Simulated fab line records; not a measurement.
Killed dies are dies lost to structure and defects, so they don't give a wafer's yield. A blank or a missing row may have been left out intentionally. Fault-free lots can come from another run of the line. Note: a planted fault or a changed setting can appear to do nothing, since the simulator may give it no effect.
Which tool is to blame? || flow sky130 || 13 lots with 39 wafers sampled at 6 steps, on a route of 708 steps

WHAT THE GAUGES SHOWED, per wafer
SKY_FIELD_ISO_THK_MEAS_25. Usual: for FIELD_ISO_CVD_24_THK the level is 598 nm and the standard deviation is 6.1.
{"lot": "L744", "measured": "day 2 15:19", "on": "film_metro-02", "FIELD_ISO_CVD_24_THK (nm)": "601 585 599", "flag": ""}
{"lot": "L745", "measured": "day 2 19:34", "on": "film_metro-02", "FIELD_ISO_CVD_24_THK (nm)": "599 594 599", "flag": ""}
{"lot": "L746", "measured": "day 2 23:05", "on": "film_metro-02", "FIELD_ISO_CVD_24_THK (nm)": "589 596 595", "flag": ""}
{"lot": "L747", "measured": "day 3 03:54", "on": "film_metro-02", "FIELD_ISO_CVD_24_THK (nm)": "601 594 599", "flag": ""}
{"lot": "L750", "measured": "day 3 19:56", "on": "film_metro-02", "FIELD_ISO_CVD_24_THK (nm)": "607 597 604", "flag": ""}
{"lot": "L751", "measured": "day 4 02:37", "on": "film_metro-02", "FIELD_ISO_CVD_24_THK (nm)": "594 597 587", "flag": ""}
{"lot": "L758", "measured": "day 5 13:55", "on": "film_metro-03", "FIELD_ISO_CVD_24_THK (nm)": "589 596 591", "flag": ""}
{"lot": "L759", "measured": "day 5 18:19", "on": "film_metro-02", "FIELD_ISO_CVD_24_THK (nm)": "603 604 601", "flag": ""}
{"lot": "L760", "measured": "day 6 01:04", "on": "film_metro-02", "FIELD_ISO_CVD_24_THK (nm)": "602 609 604", "flag": ""}
{"lot": "L762", "measured": "day 6 12:06", "on": "film_metro-02", "FIELD_ISO_CVD_24_THK (nm)": "608 599 599", "flag": ""}
{"lot": "L763", "measured": "day 6 17:31", "on": "film_metro-02", "FIELD_ISO_CVD_24_THK (nm)": "612 599 601", "flag": ""}
{"lot": "L764", "measured": "day 6 21:34", "on": "film_metro-02", "FIELD_ISO_CVD_24_THK (nm)": "596 586 596", "flag": ""}
{"lot": "L766", "measured": "day 7 07:09", "on": "film_metro-02", "FIELD_ISO_CVD_24_THK (nm)": "599 596 598", "flag": ""}

SKY_NWELL_OVL_MEAS_10. Usual: for NWELL_00_OVL the level is 0.2 nm and the standard deviation is 1.3.
{"lot": "L744", "measured": "day 4 20:29", "on": "overlay-02", "NWELL_00_OVL (nm)": "-0.4 1.4 1.5", "flag": ""}
{"lot": "L745", "measured": "day 5 01:11", "on": "overlay-01", "NWELL_00_OVL (nm)": "1.5 1.1 -1.0", "flag": ""}
{"lot": "L746", "measured": "day 5 05:38", "on": "overlay-01", "NWELL_00_OVL (nm)": "-0.6 -1.7 -1.4", "flag": ""}
{"lot": "L747", "measured": "day 5 13:42", "on": "overlay-01", "NWELL_00_OVL (nm)": "-0.4 0.9 -0.1", "flag": ""}
{"lot": "L750", "measured": "day 6 06:14", "on": "overlay-02", "NWELL_00_OVL (nm)": "- - -", "flag": "OFF"}
{"lot": "L751", "measured": "day 6 12:56", "on": "overlay-02", "NWELL_00_OVL (nm)": "1.6 -1.5 -1.5", "flag": ""}
{"lot": "L758", "measured": "day 8 04:38", "on": "overlay-02", "NWELL_00_OVL (nm)": "4.2 0.6 1.5", "flag": ""}
{"lot": "L759", "measured": "day 8 09:36", "on": "overlay-01", "NWELL_00_OVL (nm)": "1.6 2.6 0.8", "flag": ""}
{"lot": "L760", "measured": "day 8 16:06", "on": "overlay-02", "NWELL_00_OVL (nm)": "0.6 0.1 1.4", "flag": ""}
{"lot": "L762", "measured": "day 9 07:47", "on": "overlay-02", "NWELL_00_OVL (nm)": "0.0 -0.1 0.6", "flag": ""}
{"lot": "L763", "measured": "day 9 14:26", "on": "overlay-02", "NWELL_00_OVL (nm)": "-0.4 0.7 -0.3", "flag": ""}
{"lot": "L764", "measured": "day 9 17:50", "on": "overlay-01", "NWELL_00_OVL (nm)": "-1.2 -0.3 0.0", "flag": ""}
{"lot": "L766", "measured": "day 10 02:47", "on": "overlay-01", "NWELL_00_OVL (nm)": "-0.1 1.1 0.5", "flag": ""}

SKY_NWELL_TW_MEAS_15. Usual: for NWELL_TW the level is 1846 and the standard deviation is 9.7.
{"lot": "L744", "measured": "day 4 21:05", "on": "film_metro-01", "NWELL_TW": "1863 1864 1861", "flag": ""}
{"lot": "L745", "measured": "day 5 01:47", "on": "film_metro-01", "NWELL_TW": "1851 1861 1850", "flag": ""}
{"lot": "L746", "measured": "day 5 06:13", "on": "film_metro-02", "NWELL_TW": "1851 1852 1843", "flag": ""}
{"lot": "L747", "measured": "day 5 14:18", "on": "film_metro-01", "NWELL_TW": "1840 1837 1853", "flag": ""}
{"lot": "L750", "measured": "day 6 06:49", "on": "film_metro-01", "NWELL_TW": "30 31 31", "flag": "OFF"}
{"lot": "L751", "measured": "day 6 13:32", "on": "film_metro-01", "NWELL_TW": "1855 1849 1853", "flag": ""}
{"lot": "L758", "measured": "day 8 05:13", "on": "film_metro-02", "NWELL_TW": "1833 1842 1843", "flag": ""}
{"lot": "L759", "measured": "day 8 10:11", "on": "film_metro-04", "NWELL_TW": "1845 1840 1834", "flag": ""}
{"lot": "L760", "measured": "day 8 16:41", "on": "film_metro-04", "NWELL_TW": "1822 1831 1833", "flag": ""}
{"lot": "L762", "measured": "day 9 08:23", "on": "film_metro-01", "NWELL_TW": "1845 1826 1840", "flag": ""}
{"lot": "L763", "measured": "day 9 15:02", "on": "film_metro-01", "NWELL_TW": "1844 1835 1841", "flag": ""}
{"lot": "L764", "measured": "day 9 18:25", "on": "film_metro-02", "NWELL_TW": "1851 1856 1854", "flag": ""}
{"lot": "L766", "measured": "day 11 03:46", "on": "film_metro-01", "NWELL_TW": "1843 1838 1836", "flag": ""}

SKY_NWELL_TW_MEAS_26. Usual: for NWELL_2_TW the level is 502.9 and the standard deviation is 2.6.
{"lot": "L744", "measured": "day 5 15:20", "on": "film_metro-02", "NWELL_2_TW": "503.6 502.8 502.1", "flag": ""}
{"lot": "L745", "measured": "day 5 19:32", "on": "film_metro-01", "NWELL_2_TW": "502.6 503.1 505.1", "flag": ""}
{"lot": "L746", "measured": "day 6 00:25", "on": "film_metro-01", "NWELL_2_TW": "503.2 509.3 506.3", "flag": ""}
{"lot": "L747", "measured": "day 6 09:12", "on": "film_metro-02", "NWELL_2_TW": "499.1 499.6 502.3", "flag": ""}
{"lot": "L750", "measured": "day 7 02:02", "on": "film_metro-01", "NWELL_2_TW": "502.3 508.0 503.8", "flag": ""}
{"lot": "L751", "measured": "day 7 08:44", "on": "film_metro-02", "NWELL_2_TW": "497.0 501.8 499.7", "flag": ""}
{"lot": "L758", "measured": "day 9 02:16", "on": "film_metro-02", "NWELL_2_TW": "505.8 506.9 503.3", "flag": ""}
{"lot": "L759", "measured": "day 9 07:08", "on": "film_metro-02", "NWELL_2_TW": "506.1 505.0 504.6", "flag": ""}
{"lot": "L760", "measured": "day 9 13:50", "on": "film_metro-04", "NWELL_2_TW": "502.6 501.5 501.1", "flag": ""}
{"lot": "L762", "measured": "day 10 07:45", "on": "film_metro-02", "NWELL_2_TW": "500.0 499.1 500.7", "flag": ""}
{"lot": "L763", "measured": "day 10 12:53", "on": "film_metro-04", "NWELL_2_TW": "500.3 502.3 501.9", "flag": ""}
{"lot": "L764", "measured": "day 10 16:25", "on": "film_metro-01", "NWELL_2_TW": "505.1 503.8 501.7", "flag": ""}
{"lot": "L766", "measured": "day 12 03:11", "on": "film_metro-01", "NWELL_2_TW": "503.0 503.3 503.7", "flag": ""}

SKY_VT_ADJUST_HVTP_CD_MEAS_07: the cd target is 380 nm. Usual: cd_nm reads 379.5 nm (standard deviation 2.7).
{"lot": "L744", "measured": "day 6 10:07", "on": "cd_sem-01", "cd_nm (nm)": "377.2 376.3 377.4", "flag": ""}
{"lot": "L745", "measured": "day 6 14:30", "on": "cd_sem-02", "cd_nm (nm)": "378.5 375.9 377.0", "flag": ""}
{"lot": "L746", "measured": "day 6 20:17", "on": "cd_sem-02", "cd_nm (nm)": "378.3 380.0 377.9", "flag": ""}
{"lot": "L747", "measured": "day 7 04:34", "on": "cd_sem-02", "cd_nm (nm)": "382.3 381.8 382.2", "flag": ""}
{"lot": "L750", "measured": "day 7 22:32", "on": "cd_sem-01", "cd_nm (nm)": "380.4 383.1 377.8", "flag": ""}
{"lot": "L751", "measured": "day 8 04:34", "on": "cd_sem-02", "cd_nm (nm)": "374.2 376.8 377.4", "flag": ""}
{"lot": "L758", "measured": "day 10 00:41", "on": "cd_sem-01", "cd_nm (nm)": "381.2 383.4 382.8", "flag": ""}
{"lot": "L759", "measured": "day 10 05:57", "on": "cd_sem-01", "cd_nm (nm)": "379.1 380.3 379.3", "flag": ""}
{"lot": "L760", "measured": "day 10 12:15", "on": "cd_sem-01", "cd_nm (nm)": "376.9 377.6 374.0", "flag": ""}
{"lot": "L762", "measured": "day 11 07:20", "on": "cd_sem-01", "cd_nm (nm)": "381.9 382.1 380.4", "flag": ""}
{"lot": "L763", "measured": "day 11 12:44", "on": "cd_sem-02", "cd_nm (nm)": "380.1 377.2 376.8", "flag": ""}
{"lot": "L764", "measured": "day 11 15:59", "on": "cd_sem-02", "cd_nm (nm)": "377.6 378.7 376.3", "flag": ""}
{"lot": "L766", "measured": "day 13 04:37", "on": "cd_sem-02", "cd_nm (nm)": "377.6 378.9 377.6", "flag": ""}

WHAT TOOL EACH LOT RAN ON (gives the tool, then ch and the chambers of the sampled wafers, and finally the start)
{"lot": "L744", "SKY_NWELL_EXPOSE_07": "iline_stepper-01 ch 0, day 4 12:34"}
{"lot": "L745", "SKY_NWELL_EXPOSE_07": "iline_stepper-01 ch 0, day 4 18:00"}
{"lot": "L746", "SKY_NWELL_EXPOSE_07": "iline_stepper-01 ch 0, day 4 21:05"}
{"lot": "L747", "SKY_NWELL_EXPOSE_07": "iline_stepper-02 ch 0, day 5 05:05"}
{"lot": "L750", "SKY_NWELL_EXPOSE_07": "iline_stepper-01 ch 0, day 5 20:37"}
{"lot": "L751", "SKY_NWELL_EXPOSE_07": "iline_stepper-02 ch 0, day 6 04:08"}
{"lot": "L758", "SKY_NWELL_EXPOSE_07": "iline_stepper-01 ch 0, day 7 19:22"}
{"lot": "L759", "SKY_NWELL_EXPOSE_07": "iline_stepper-02 ch 0, day 7 23:59"}
{"lot": "L760", "SKY_NWELL_EXPOSE_07": "iline_stepper-01 ch 0, day 8 05:38"}
{"lot": "L762", "SKY_NWELL_EXPOSE_07": "iline_stepper-01 ch 0, day 8 21:08"}
{"lot": "L763", "SKY_NWELL_EXPOSE_07": "iline_stepper-02 ch 0, day 9 03:18"}
{"lot": "L764", "SKY_NWELL_EXPOSE_07": "iline_stepper-01 ch 0, day 9 06:19"}
{"lot": "L766", "SKY_NWELL_EXPOSE_07": "iline_stepper-01 ch 0, day 9 16:42"}
- SKY_NWELL_EXPOSE_07: exposes mask NWM, target cd 840 nm.

WHAT THE TOOLS THEMSELVES READ (means of the sampled wafers that have a number; where no wafer has one, the mark that the record gives instead)
SKY_NWELL_EXPOSE_07. Usual: exposure_dose_mJ_cm2 254.97, standard deviation 0.25; reticle_temp_C 23.01 C, standard deviation 0.11.
{"lot": "L744", "tool": "iline_stepper-01", "exposure_dose_mJ_cm2": 254.92, "reticle_temp_C (C)": 22.93, "flag": ""}
{"lot": "L745", "tool": "iline_stepper-01", "exposure_dose_mJ_cm2": 255.12, "reticle_temp_C (C)": 22.93, "flag": ""}
{"lot": "L746", "tool": "iline_stepper-01", "exposure_dose_mJ_cm2": 254.93, "reticle_temp_C (C)": 23.02, "flag": ""}
{"lot": "L747", "tool": "iline_stepper-02", "exposure_dose_mJ_cm2": 254.98, "reticle_temp_C (C)": 23.12, "flag": ""}
{"lot": "L750", "tool": "iline_stepper-01", "exposure_dose_mJ_cm2": 255.10, "reticle_temp_C (C)": 23.00, "flag": ""}
{"lot": "L751", "tool": "iline_stepper-02", "exposure_dose_mJ_cm2": 255.29, "reticle_temp_C (C)": 22.90, "flag": ""}
{"lot": "L758", "tool": "iline_stepper-01", "exposure_dose_mJ_cm2": 255.04, "reticle_temp_C (C)": 23.00, "flag": ""}
{"lot": "L759", "tool": "iline_stepper-02", "exposure_dose_mJ_cm2": 254.96, "reticle_temp_C (C)": 23.10, "flag": ""}
{"lot": "L760", "tool": "iline_stepper-01", "exposure_dose_mJ_cm2": 255.02, "reticle_temp_C (C)": 22.99, "flag": ""}
{"lot": "L762", "tool": "iline_stepper-01", "exposure_dose_mJ_cm2": 255.06, "reticle_temp_C (C)": 22.99, "flag": ""}
{"lot": "L763", "tool": "iline_stepper-02", "exposure_dose_mJ_cm2": 254.72, "reticle_temp_C (C)": 22.79, "flag": ""}
{"lot": "L764", "tool": "iline_stepper-01", "exposure_dose_mJ_cm2": 254.78, "reticle_temp_C (C)": 23.05, "flag": ""}
{"lot": "L766", "tool": "iline_stepper-01", "exposure_dose_mJ_cm2": 255.09, "reticle_temp_C (C)": 23.22, "flag": ""}

THE ANSWER, worked out from the rows above alone
Rule: take the mean of a lot's wafers that have a number; if it is more than 3 standard deviations from the usual mean, the lot is off. A lot without any number at a reading at which 4 lots or more have one is off too. Any other lot the step has rows for is counted as sound. The gauges are gone through in route order, then the tools' own readings, and for those a lot's mean is taken as printed above. The first step at which some lot is off is used, and at that step the reading that is off furthest; a lot without a number counts as furthest.
Off: at SKY_NWELL_OVL_MEAS_10 (NWELL_00_OVL), L750. Without a number there: L750.
A tool fits if, at a process step before that reading, it ran every lot that is off, and no sound lot after the first of them. The gauges at SKY_NWELL_OVL_MEAS_10 aren't tried: what is off there is off at SKY_NWELL_TW_MEAS_15 too, on other tools, and a gauge's error can't cause that. Of those tried, none fits.

WHAT THE SIMULATOR PUT IN
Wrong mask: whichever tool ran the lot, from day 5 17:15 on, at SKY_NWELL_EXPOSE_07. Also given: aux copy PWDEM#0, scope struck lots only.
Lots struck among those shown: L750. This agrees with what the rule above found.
